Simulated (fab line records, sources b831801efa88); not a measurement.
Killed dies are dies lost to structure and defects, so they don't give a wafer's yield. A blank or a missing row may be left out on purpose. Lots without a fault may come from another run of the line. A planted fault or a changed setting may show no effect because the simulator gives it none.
Chamber matching | flow sky130 | SKY_CONTACT_CMP_04 on cmp-02: 4 sister chambers
The step polishes SiO2. 4 wafers are shown with their chamber, then 7 later ones without.

WAFERS WITH THEIR CHAMBER
wafer  | chamber | motor_current_A (A)
L681.3 | 1       | 13.9
L681.4 | 2       | 13.1
L682.2 | 0       | 11.9
L682.4 | 3       | 11.9

WAFERS WITHOUT THEIR CHAMBER
wafer  | motor_current_A (A)
L682.5 | 11.2
L683.2 | 13.9
L683.5 | 11.8
L683.6 | 12.8
L685.1 | 12.6
L685.2 | 13.6
L685.5 | 13.1

WHICH CHAMBER EACH WENT THROUGH
wafer  | from the rows above          | in truth
L682.5 | can't be placed: 0 or 3      | 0
L683.2 | 1                            | 1
L683.5 | can't be placed: 0 or 3      | 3
L683.6 | can't be placed: 2 or 0 or 3 | 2
L685.1 | can't be placed: 2 or 0 or 3 | 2
L685.2 | can't be placed: 1 or 2      | 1
L685.5 | 2                            | 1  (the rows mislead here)
Placed correctly: 1 of 7. Can't be placed from these rows: 5 (the true chamber is among the candidates in 5). Placed wrongly: 1.
How it was worked out, from the rows above alone: a wafer's distance from a chamber is the root of the sum, over the readings, of the square of ((its reading less the chamber's mean) divided by the reading's scatter). The wafer belongs to the nearest chamber; if the next one is less than 2 further off, it can't be placed. A chamber's mean is the mean of its shown wafers. The scatter: with one shown wafer a chamber, the root of the mean of the squares of how far each hidden wafer lies from its nearest shown one.
